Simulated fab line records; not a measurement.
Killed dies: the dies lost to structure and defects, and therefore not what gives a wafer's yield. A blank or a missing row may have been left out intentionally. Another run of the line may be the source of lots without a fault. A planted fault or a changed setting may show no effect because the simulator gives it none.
Problem report, 8D (eight disciplines) form, completed by code :: flow sky130 :: the parts of the form that need people (team, actions taken, sign-off) are left out

1. PROBLEM STATEMENT
developerTempC at SKY_CONTACT_DEVELOP_13 reads a mean of 23.08 C on 6 wafers of 2 lots; wafers without a fault read 21.00 C with a standard deviation of 0.1. That puts it +21 standard deviations away from the usual mean.
The step: develop time 60 s.
The first sign was on wafer L708.1 at day 34 06:00, on lithoTrack-01. The record holds 39 wafers of 13 lots with a number at this step. Rule for "out" (also "out of limits"): further than 4 standard deviations from the usual mean. The rest of the wafers with a number are treated as sound.

2. WHAT IT IS AND WHAT IT IS NOT
question: which readings at this step
is: developerTempC
is not: -

question: which lots
is: L708, L711
is not: L701, L702, L703, L712, L714, L717, L719, L720, L721, L722, L723

question: which wafers of those lots
is: all that have a number
is not: -

question: read on which tools
is: lithoTrack-01
is not: lithoTrack-02, lithoTrack-03

question: when
is: from day 34 06:00
is not: up to then (9 sound wafers); but 24 sound wafers of L712, L714, L717, L719, L720, L721, L722, L723 came after

3. THE SUSPECTS, EACH WITH WHAT RULES IT OUT
Counting: any tool at a process step up to the reading is kept as a suspect provided that every lot that is out went through it and no sound lot did after the first of them.
- lithoTrack-01 at SKY_CONTACT_DEVELOP_13 (develop time 60 s): ruled out as a lasting fault. Following L708 (day 34 06:00), the first lot on it that is out, the sound lots L720, L723 were run on it.
Left after counting: nothing in the record.

4. THE CAUSE (what the simulator had put in)
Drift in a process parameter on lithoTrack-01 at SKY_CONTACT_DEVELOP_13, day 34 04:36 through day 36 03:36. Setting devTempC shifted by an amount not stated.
Counting ruled it out, wrongly.

5. SEQUENCE OF EFFECTS, ordered by route
Each row: a reading where the mean over the struck wafers with a number is more than 3 standard deviations away from the usual. Only readings whose record carries a usual standard deviation are examined. hours: median over the lots of the time between each lot's start at the first step of this table that gives one and its start at this step. sigmas: the change, counted in usual standard deviations.
hours: 0
step: SKY_CONTACT_DEVELOP_13
reading: developerTempC
usual: 21.00 C
on struck wafers: 23.08
change: +2.08
sigmas: +21
The process steps in it:
- SKY_CONTACT_DEVELOP_13: develop time 60 s.
Later steps that measure or inspect, where all struck wafers having a row at the step show a number for every such reading and not one has moved that far: SKY_METAL1_RS_MEAS_05, SKY_VIA1_OVL_MEAS_13.

6. HOW IT WOULD HAVE BEEN CAUGHT EARLIER
In this record the first reading out of limits was taken at day 34 06:00, 1 hour after the fault began at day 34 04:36.
